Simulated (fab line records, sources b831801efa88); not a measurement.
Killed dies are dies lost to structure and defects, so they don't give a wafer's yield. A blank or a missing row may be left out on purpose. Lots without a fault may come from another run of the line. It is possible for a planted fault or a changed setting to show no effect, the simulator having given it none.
Which tool did it? :: flow gf180mcu :: 11 lots (33 wafers sampled), 1 step of a 602-step route

## WHAT EACH GAUGE READ, for each wafer
GF_V4_THK_MEAS_25: measures by xrf.
lot: L205
measured: day 25 05:37
on: filmMetro-03
V4_W_THK (nm): 355 361 355

lot: L206
measured: day 25 18:03
on: filmMetro-03
V4_W_THK (nm): 355 350 351

lot: L207
measured: day 26 04:55
on: filmMetro-04
V4_W_THK (nm): 346 346 349

lot: L209
measured: day 27 01:02
on: filmMetro-01
V4_W_THK (nm): 351 349 347

lot: L210
measured: day 27 06:59
on: filmMetro-03
V4_W_THK (nm): 345 343 345

lot: L212
measured: day 27 22:14
on: filmMetro-03
V4_W_THK (nm): 345 346 347

lot: L214
measured: day 28 13:01
on: filmMetro-03
V4_W_THK (nm): 352 360 352

lot: L215
measured: day 28 15:39
on: filmMetro-03
V4_W_THK (nm): 351 357 354

lot: L216
measured: day 29 01:07
on: filmMetro-03
V4_W_THK (nm): 357 354 355

lot: L223
measured: day 30 19:23
on: filmMetro-04
V4_W_THK (nm): 350 348 348

lot: L226
measured: day 31 17:21
on: filmMetro-01
V4_W_THK (nm): 350 352 350

## WHAT TOOL EACH LOT RAN ON (gives the tool, then ch and the chambers of the sampled wafers, and finally the start)
Before these readings, the record contains no process step.

## AS READ BY THE TOOLS THEMSELVES (means over the sampled wafers that have a number; for cases with no such wafer, the mark the record gives instead)
The record holds no such reading with a usual standard deviation.

## THE ANSWER, worked out from the rows above alone
Rule: the usual values come from the lots themselves. The widest of any qualifying gaps counts: lots, ordered by their means at a reading, are off when they make up no more than a third of the lots, leave a main group of 4 or more, and stand apart from it by 3 or more times the standard deviation of that group's means. If all means in a main group match to the digits the tables above print for the reading, that group is not used. Also off: a lot with no number at a reading for which 4 or more lots have one. All remaining lots with rows at the step are treated as sound. The gauges are gone through in route order, then the tools' own readings, and for those a lot's mean is taken as printed above. The first step at which some lot is off is used, and at that step the reading that is off furthest; a lot without a number counts as furthest.
Nothing can be told from this: no lot is off at any reading shown.

## WHAT WAS PUT IN BY THE SIMULATOR
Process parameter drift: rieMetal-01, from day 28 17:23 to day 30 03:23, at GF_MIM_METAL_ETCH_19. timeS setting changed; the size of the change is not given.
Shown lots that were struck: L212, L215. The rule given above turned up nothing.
